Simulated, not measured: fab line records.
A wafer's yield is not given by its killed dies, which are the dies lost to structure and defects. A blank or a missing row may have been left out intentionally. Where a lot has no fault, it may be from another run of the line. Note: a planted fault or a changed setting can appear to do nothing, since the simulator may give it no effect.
Chamber matching || flow sfq_line || SFQ_TRILAYER_I1_CMP_CMP_046 on cmp-02 has 4 sister chambers
The step polishes SiO2. 16 wafers are shown with their chamber, then 8 later ones without.

WAFERS, EACH WITH ITS CHAMBER
{"wafer": "L634.2", "chamber": 2, "motor_current_A (A)": 10.6, "time_to_endpoint_s (s)": 209}
{"wafer": "L634.4", "chamber": 3, "motor_current_A (A)": 8.7, "time_to_endpoint_s (s)": 202}
{"wafer": "L634.5", "chamber": 1, "motor_current_A (A)": 9.6, "time_to_endpoint_s (s)": 215}
{"wafer": "L637.2", "chamber": 2, "motor_current_A (A)": 10.6, "time_to_endpoint_s (s)": 220}
{"wafer": "L637.5", "chamber": 2, "motor_current_A (A)": 10.5, "time_to_endpoint_s (s)": 226}
{"wafer": "L637.6", "chamber": 1, "motor_current_A (A)": 10.2, "time_to_endpoint_s (s)": 230}
{"wafer": "L638.3", "chamber": 0, "motor_current_A (A)": 9.9, "time_to_endpoint_s (s)": 204}
{"wafer": "L638.5", "chamber": 3, "motor_current_A (A)": 8.0, "time_to_endpoint_s (s)": 209}
{"wafer": "L638.6", "chamber": 0, "motor_current_A (A)": 9.3, "time_to_endpoint_s (s)": 202}
{"wafer": "L649.3", "chamber": 0, "motor_current_A (A)": 9.8, "time_to_endpoint_s (s)": 203}
{"wafer": "L649.4", "chamber": 1, "motor_current_A (A)": 9.9, "time_to_endpoint_s (s)": 212}
{"wafer": "L649.5", "chamber": 1, "motor_current_A (A)": 9.2, "time_to_endpoint_s (s)": 210}
{"wafer": "L651.4", "chamber": 0, "motor_current_A (A)": 10.4, "time_to_endpoint_s (s)": 217}
{"wafer": "L651.2", "chamber": 2, "motor_current_A (A)": 10.1, "time_to_endpoint_s (s)": 215}
{"wafer": "L651.6", "chamber": 0, "motor_current_A (A)": 9.9, "time_to_endpoint_s (s)": 211}
{"wafer": "L653.2", "chamber": 3, "motor_current_A (A)": 8.8, "time_to_endpoint_s (s)": 199}

SIGNATURES (means of the wafers above)
{"reading": "motor_current_A", "chamber 0": 9.860, "chamber 1": 9.725, "chamber 2": 10.450, "chamber 3": 8.500, "scatter within a chamber": 0.377}
{"reading": "time_to_endpoint_s", "chamber 0": 207.40, "chamber 1": 216.75, "chamber 2": 217.50, "chamber 3": 203.33, "scatter within a chamber": 7.2}
Rule: distance of a wafer from a chamber = root of the sum over the readings of ((wafer's reading minus chamber's mean) / reading's scatter) squared. If the next closest chamber is less than 2 further off than the closest, the wafer can't be placed; otherwise it belongs to the closest. The scatter: the root of (the sum of the squares of (reading less its chamber's mean) over the shown wafers, divided by (wafers less chambers)).

WAFERS WITH NO CHAMBER GIVEN
{"wafer": "L653.3", "motor_current_A (A)": 10.8, "time_to_endpoint_s (s)": 206}
{"wafer": "L653.1", "motor_current_A (A)": 9.1, "time_to_endpoint_s (s)": 203}
{"wafer": "L654.2", "motor_current_A (A)": 8.3, "time_to_endpoint_s (s)": 202}
{"wafer": "L654.3", "motor_current_A (A)": 10.7, "time_to_endpoint_s (s)": 217}
{"wafer": "L654.6", "motor_current_A (A)": 9.8, "time_to_endpoint_s (s)": 213}
{"wafer": "L657.3", "motor_current_A (A)": 9.9, "time_to_endpoint_s (s)": 206}
{"wafer": "L657.5", "motor_current_A (A)": 9.8, "time_to_endpoint_s (s)": 213}
{"wafer": "L657.6", "motor_current_A (A)": 9.3, "time_to_endpoint_s (s)": 219}

WHICH CHAMBER EACH ONE RAN IN
{"wafer": "L653.3", "from the rows above": "can't be placed: 2 or 0 or 1", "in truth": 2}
{"wafer": "L653.1", "from the rows above": "can't be placed: 3 or 0 or 1", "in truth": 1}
{"wafer": "L654.2", "from the rows above": 3, "in truth": 3}
{"wafer": "L654.3", "from the rows above": "can't be placed: 2 or 1 or 0", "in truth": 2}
{"wafer": "L654.6", "from the rows above": "can't be placed: 1 or 0 or 2", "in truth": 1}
{"wafer": "L657.3", "from the rows above": "can't be placed: 0 or 1 or 2", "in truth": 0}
{"wafer": "L657.5", "from the rows above": "can't be placed: 1 or 0 or 2", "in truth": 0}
{"wafer": "L657.6", "from the rows above": "can't be placed: 1 or 0 or 3 or 2", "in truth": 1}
Placed correctly: 1 of 8. Cannot be placed on the basis of these rows: 7; the candidates contain the true chamber in 7. Wrongly placed: 0.
